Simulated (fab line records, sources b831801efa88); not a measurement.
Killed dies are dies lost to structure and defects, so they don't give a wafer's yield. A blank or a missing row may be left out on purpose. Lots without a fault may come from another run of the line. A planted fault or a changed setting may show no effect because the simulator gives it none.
Which tool did it? | flow gf180mcu | 14 lots, 42 wafers sampled, at 3 steps of a route of 602

WHAT THE GAUGES READ, wafer by wafer
The record holds no reading of a measuring or inspecting step that can be judged against a usual standard deviation.

WHICH TOOL RAN EACH LOT (tool, then ch and the chambers of the sampled wafers, then the start)
lot  | GF_M1_SPUTTER_04             | GF_V1_CMP_04                  | GF_V1_PEB_12
L472 | pvd_sputter-04, day 16 13:06 | cmp-01 ch 1,3, day 17 12:57   | litho_track-04 ch 0, day 18 11:35
L473 | pvd_sputter-01, day 16 22:24 | cmp-01 ch 1,2,3, day 17 22:35 | litho_track-01 ch 0, day 18 22:43
L474 | pvd_sputter-04, day 17 01:46 | cmp-01 ch 1,2,3, day 18 02:04 | litho_track-01 ch 0, day 19 02:07
L475 | pvd_sputter-01, day 17 13:46 | cmp-01 ch 1,2, day 18 14:24   | litho_track-03 ch 0, day 19 14:52
L476 | pvd_sputter-01, day 17 19:51 | cmp-01 ch 0,1, day 18 20:37   | litho_track-04 ch 0, day 19 20:26
L477 | pvd_sputter-01, day 18 05:21 | cmp-02 ch 2,3, day 19 06:32   | litho_track-01 ch 0, day 20 06:41
L478 | pvd_sputter-01, day 18 11:24 | cmp-01 ch 1,2, day 19 12:52   | litho_track-01 ch 0, day 20 13:17
L479 | pvd_sputter-04, day 18 16:40 | cmp-01 ch 1,2,3, day 19 18:17 | litho_track-01 ch 0, day 20 18:14
L480 | pvd_sputter-04, day 19 09:31 | cmp-01 ch 0,1, day 20 10:28   | litho_track-03 ch 0, day 21 10:11
L482 | pvd_sputter-01, day 19 21:15 | cmp-01 ch 0,1,3, day 20 22:38 | litho_track-03 ch 0, day 21 22:29
L483 | pvd_sputter-01, day 20 09:38 | cmp-02 ch 0,1, day 21 10:53   | litho_track-01 ch 0, day 22 10:40
L484 | pvd_sputter-04, day 20 14:07 | cmp-01 ch 0,3, day 21 15:29   | litho_track-01 ch 0, day 22 14:37
L494 | pvd_sputter-01, day 23 22:45 | cmp-02 ch 1,2,3, day 24 21:50 | litho_track-01, day 25 19:07
L495 | pvd_sputter-01, day 24 07:33 | cmp-02 ch 1,2,3, day 25 06:43 | litho_track-03, day 26 03:55
- GF_M1_SPUTTER_04: material TiN, target thk 50 nm, time 43.16 s.
- GF_V1_CMP_04: polishes SiO2.
- GF_V1_PEB_12: peb time 90 s.

WHAT THE TOOLS THEMSELVES READ (means of the sampled wafers that have a number; where no wafer has one, the mark that the record gives instead)
GF_M1_SPUTTER_04. Usual: throttle_valve_pct 29.9 %, standard deviation 0.47.
lot  | tool           | throttle_valve_pct (%) | flag
L472 | pvd_sputter-04 | 30.1                   |
L473 | pvd_sputter-01 | 29.6                   |
L474 | pvd_sputter-04 | 30.1                   |
L475 | pvd_sputter-01 | 29.9                   |
L476 | pvd_sputter-01 | 30.1                   |
L477 | pvd_sputter-01 | 30.0                   |
L478 | pvd_sputter-01 | 29.7                   |
L479 | pvd_sputter-04 | 30.2                   |
L480 | pvd_sputter-04 | 29.6                   |
L482 | pvd_sputter-01 | 30.0                   |
L483 | pvd_sputter-01 | 29.8                   |
L484 | pvd_sputter-04 | 29.6                   |
L494 | pvd_sputter-01 | 29.7                   |
L495 | pvd_sputter-01 | 29.7                   |

GF_V1_CMP_04. Usual: motor_current_A 12.1 A, standard deviation 0.92; slurry_filter_dp_kPa 13.49 kPa, standard deviation 0.15; time_to_endpoint_s 81 s, standard deviation 5.3.
lot  | tool   | motor_current_A (A) | slurry_filter_dp_kPa (kPa) | time_to_endpoint_s (s) | flag
L472 | cmp-01 | 12.3                | 13.41                      | 78                     |
L473 | cmp-01 | 12.4                | 13.41                      | 87                     |
L474 | cmp-01 | 13.0                | 13.50                      | 83                     |
L475 | cmp-01 | 12.8                | 13.36                      | 83                     |
L476 | cmp-01 | 11.4                | 13.49                      | 75                     |
L477 | cmp-02 | 12.0                | 13.34                      | 78                     |
L478 | cmp-01 | 12.1                | 13.37                      | 81                     |
L479 | cmp-01 | 12.6                | 13.65                      | 82                     |
L480 | cmp-01 | 11.5                | 13.53                      | 84                     |
L482 | cmp-01 | 11.9                | 13.43                      | 79                     |
L483 | cmp-02 | 11.8                | 13.60                      | 83                     |
L484 | cmp-01 | 11.5                | 13.41                      | 86                     |
L494 | cmp-02 | 12.1                | 13.60                      | 80                     |
L495 | cmp-02 | 12.2                | 13.58                      | 82                     |

GF_V1_PEB_12. Usual: chill_plate_temp_C 23.02 C, standard deviation 0.1; exhaust_pa 45.0 Pa, standard deviation 0.91.
lot  | tool           | chill_plate_temp_C (C) | exhaust_pa (Pa) | flag
L472 | litho_track-04 | 23.02                  | 45.8            |
L473 | litho_track-01 | 22.97                  | 45.8            |
L474 | litho_track-01 | 22.96                  | 43.4            |
L475 | litho_track-03 | 22.91                  | 45.1            |
L476 | litho_track-04 | 23.09                  | 45.4            |
L477 | litho_track-01 | 23.04                  | 43.8            |
L478 | litho_track-01 | 23.01                  | 44.4            |
L479 | litho_track-01 | 23.02                  | 45.0            |
L480 | litho_track-03 | 22.99                  | 45.1            |
L482 | litho_track-03 | 23.16                  | 44.5            |
L483 | litho_track-01 | 23.19                  | 44.9            |
L484 | litho_track-01 | 23.08                  | 45.0            |
L494 | litho_track-01 | -                      | -               | OFF
L495 | litho_track-03 | -                      | -               | OFF

THE ANSWER, worked out from the rows above alone
Rule: a lot is off if the mean of its wafers that have a number lies more than 3 standard deviations from the usual mean. A lot without any number at a reading at which 4 lots or more have one is off too. The other lots that the step has rows for count as sound. The gauges are gone through in route order, then the tools' own readings, and for those a lot's mean is taken as printed above. The first step at which some lot is off is used, and at that step the reading that is off furthest; a lot without a number counts as furthest.
Off: L494, L495, at GF_V1_PEB_12 (chill_plate_temp_C). Without a number there: L494, L495.
A tool fits if, at that step or a process step before it, it ran every lot that is off, and no sound lot after the first of them. Can't be told from this: 2 tools fit, pvd_sputter-01 at GF_M1_SPUTTER_04, cmp-02 at GF_V1_CMP_04.

WHAT THE SIMULATOR HAD PUT IN
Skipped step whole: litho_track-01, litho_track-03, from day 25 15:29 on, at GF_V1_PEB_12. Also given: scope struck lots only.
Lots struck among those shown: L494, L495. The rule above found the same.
